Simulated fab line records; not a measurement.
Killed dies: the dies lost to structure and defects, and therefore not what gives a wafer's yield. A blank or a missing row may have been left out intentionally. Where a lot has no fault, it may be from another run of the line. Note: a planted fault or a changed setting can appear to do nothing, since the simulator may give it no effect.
What tool caused it? | flow gf180mcu | at 1 step of a route of 602, 12 lots with 36 wafers sampled

## WHAT THE GAUGES READ, wafer by wafer
GF_V3_RS_MEAS_24: measurement is done with a four-point probe.
lot  | measured     | on           | V3_W_RS (ohm/sq)
L075 | day 23 09:08 | filmMetro-04 | 0.328 0.330 0.327
L077 | day 23 19:54 | filmMetro-04 | 0.334 0.332 0.333
L079 | day 24 07:53 | filmMetro-04 | 0.333 0.332 0.336
L081 | day 25 03:08 | filmMetro-02 | 0.331 0.328 0.332
L082 | day 25 21:59 | filmMetro-04 | 0.338 0.336 0.329
L085 | day 26 09:05 | filmMetro-03 | 0.328 0.335 0.331
L087 | day 27 02:37 | filmMetro-04 | 0.334 0.328 0.338
L089 | day 27 17:04 | filmMetro-02 | 0.334 0.331 0.335
L091 | day 28 06:42 | filmMetro-03 | 0.330 0.333 0.333
L093 | day 28 23:43 | filmMetro-02 | 0.326 0.327 0.323
L095 | day 29 09:23 | filmMetro-04 | 0.326 0.329 0.332
L097 | day 29 15:30 | filmMetro-02 | 0.335 0.333 0.334

## WHAT TOOL EACH LOT RAN ON (gives the tool, then ch and the chambers of the sampled wafers, and finally the start)
There is no process step in the record ahead of these readings.

## THE ANSWER, worked out from the rows above alone
Rule: the usual values come from the lots themselves. Put in order of their means at a reading, lots are off if they are a third of the lots or fewer, leave a main group of 4 or more, and stand apart from it by a gap of 3 or more times the standard deviation of the main group's means; of several such gaps the widest counts. Not used: any main group whose means are identical at the precision the tables above print for the reading. Also off: a lot with no number at a reading for which 4 or more lots have one. All remaining lots with rows at the step are treated as sound.
No lot is off at any reading shown: from this, nothing can be told.

## WHAT HAD BEEN PUT IN BY THE SIMULATOR
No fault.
